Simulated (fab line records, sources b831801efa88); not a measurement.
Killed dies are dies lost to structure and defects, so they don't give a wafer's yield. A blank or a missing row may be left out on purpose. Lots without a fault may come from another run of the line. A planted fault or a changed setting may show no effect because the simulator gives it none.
Which tool did it? | flow gf180mcu | 14 lots, 42 wafers sampled, at 3 steps of a route of 602

WHAT THE GAUGES READ, wafer by wafer
GF_HV_LDD_TW_MEAS_50. Usual: HV_LDD_4_TW 570, standard deviation 4.1.
lot  | measured     | on            | HV_LDD_4_TW | flag
L390 | day 12 02:56 | film_metro-02 | 568 571 566 |
L391 | day 12 17:58 | film_metro-01 | 572 573 572 |
L392 | day 13 01:55 | film_metro-02 | 567 570 566 |
L393 | day 13 05:36 | film_metro-01 | 570 572 575 |
L394 | day 13 18:20 | film_metro-02 | 569 565 568 |
L396 | day 14 04:05 | film_metro-02 | 567 565 569 |
L397 | day 14 22:21 | film_metro-01 | 567 570 567 |
L398 | day 15 00:38 | film_metro-01 | 572 570 573 |
L399 | day 15 07:20 | film_metro-01 | 571 575 571 |
L401 | day 16 01:37 | film_metro-02 | 567 569 569 |
L409 | day 18 20:40 | film_metro-01 | 563 560 565 |
L410 | day 18 21:51 | film_metro-03 | 570 574 571 |
L411 | day 19 08:33 | film_metro-02 | 565 572 571 |
L412 | day 19 18:59 | film_metro-01 | 566 567 565 |

WHICH TOOL RAN EACH LOT (tool, then ch and the chambers of the sampled wafers, then the start)
lot  | GF_POLY_GATE_STRIP_14                | GF_HV_LDD_IMPLANT_36
L390 | plasma_asher-04 ch 0,1, day 8 23:20  | implanter-01 ch 0, day 11 07:10
L391 | plasma_asher-01 ch 0,1, day 9 12:45  | implanter-04 ch 0, day 11 22:10
L392 | plasma_asher-01 ch 0,1, day 9 18:08  | implanter-03 ch 0, day 12 05:46
L393 | plasma_asher-03 ch 0,1, day 9 23:01  | implanter-01 ch 0, day 12 09:33
L394 | plasma_asher-04 ch 0,1, day 10 09:23 | implanter-04 ch 0, day 12 21:24
L396 | plasma_asher-01 ch 0,1, day 10 17:36 | implanter-03 ch 0, day 13 07:11
L397 | plasma_asher-04 ch 0,1, day 11 10:02 | implanter-01 ch 0, day 14 01:02
L398 | plasma_asher-04 ch 0,1, day 11 10:56 | implanter-01 ch 0, day 14 02:34
L399 | plasma_asher-01 ch 0,1, day 11 18:18 | implanter-01 ch 0, day 14 09:44
L401 | plasma_asher-03 ch 0,1, day 12 11:06 | implanter-01 ch 0, day 15 03:44
L409 | plasma_asher-03 ch 0,1, day 15 00:59 | implanter-01 ch 0, day 17 21:11
L410 | plasma_asher-04 ch 0,1, day 15 01:07 | implanter-03 ch 0, day 17 21:44
L411 | plasma_asher-03 ch 0,1, day 15 10:06 | implanter-03 ch 0, day 18 07:39
L412 | plasma_asher-01 ch 0,1, day 15 19:40 | implanter-03 ch 0, day 18 18:01
- GF_POLY_GATE_STRIP_14: strips in O2/N2.
- GF_HV_LDD_IMPLANT_36

WHAT THE TOOLS THEMSELVES READ (means of the sampled wafers that have a number; where no wafer has one, the mark that the record gives instead)
GF_POLY_GATE_STRIP_14. Usual: drypump_motor_current_A 5.72 A, standard deviation 0.3; heater_power_w 354 W, standard deviation 23; oes_product_au 0.505 a.u., standard deviation 0.0047.
lot  | tool            | drypump_motor_current_A (A) | heater_power_w (W) | oes_product_au (a.u.) | flag
L390 | plasma_asher-04 | 5.95                        | 369                | 0.503                 |
L391 | plasma_asher-01 | 5.64                        | 362                | 0.506                 |
L392 | plasma_asher-01 | 5.46                        | 353                | 0.502                 |
L393 | plasma_asher-03 | 5.59                        | 322                | 0.507                 |
L394 | plasma_asher-04 | 5.94                        | 371                | 0.500                 |
L396 | plasma_asher-01 | 5.66                        | 358                | 0.507                 |
L397 | plasma_asher-04 | 5.92                        | 379                | 0.502                 |
L398 | plasma_asher-04 | 6.06                        | 362                | 0.504                 |
L399 | plasma_asher-01 | 5.46                        | 351                | 0.505                 |
L401 | plasma_asher-03 | 5.58                        | 320                | 0.502                 |
L409 | plasma_asher-03 | 5.59                        | 324                | 0.507                 |
L410 | plasma_asher-04 | 5.94                        | 370                | 0.510                 |
L411 | plasma_asher-03 | 5.72                        | 323                | 0.503                 |
L412 | plasma_asher-01 | 5.63                        | 370                | 0.504                 |

GF_HV_LDD_IMPLANT_36. Usual: dose_ions_cm2 7.499e+12, standard deviation 8.1e+09; faraday_current_uA 42.4, standard deviation 0.68.
lot  | tool         | dose_ions_cm2 | faraday_current_uA | flag
L390 | implanter-01 | 7.493e+12     | 42.2               |
L391 | implanter-04 | 7.498e+12     | 42.7               |
L392 | implanter-03 | 7.509e+12     | 41.8               |
L393 | implanter-01 | 7.498e+12     | 43.0               |
L394 | implanter-04 | 7.496e+12     | 42.7               |
L396 | implanter-03 | 7.502e+12     | 41.7               |
L397 | implanter-01 | 7.488e+12     | 41.4               |
L398 | implanter-01 | 7.507e+12     | 41.8               |
L399 | implanter-01 | 6.844e+12     | 38.9               | OFF
L401 | implanter-01 | 6.844e+12     | 38.3               | OFF
L409 | implanter-01 | 7.488e+12     | 42.1               |
L410 | implanter-03 | 7.499e+12     | 42.2               |
L411 | implanter-03 | 7.503e+12     | 42.4               |
L412 | implanter-03 | 7.501e+12     | 42.6               |

THE ANSWER, worked out from the rows above alone
Rule: a lot is off if the mean of its wafers that have a number lies more than 3 standard deviations from the usual mean. A lot without any number at a reading at which 4 lots or more have one is off too. The other lots that the step has rows for count as sound. The gauges are gone through in route order, then the tools' own readings, and for those a lot's mean is taken as printed above. The first step at which some lot is off is used, and at that step the reading that is off furthest; a lot without a number counts as furthest.
Off: L399, L401, at GF_HV_LDD_IMPLANT_36 (dose_ions_cm2).
A tool fits if, at that step or a process step before it, it ran every lot that is off, and no sound lot after the first of them. None of those tried fits.

WHAT THE SIMULATOR HAD PUT IN
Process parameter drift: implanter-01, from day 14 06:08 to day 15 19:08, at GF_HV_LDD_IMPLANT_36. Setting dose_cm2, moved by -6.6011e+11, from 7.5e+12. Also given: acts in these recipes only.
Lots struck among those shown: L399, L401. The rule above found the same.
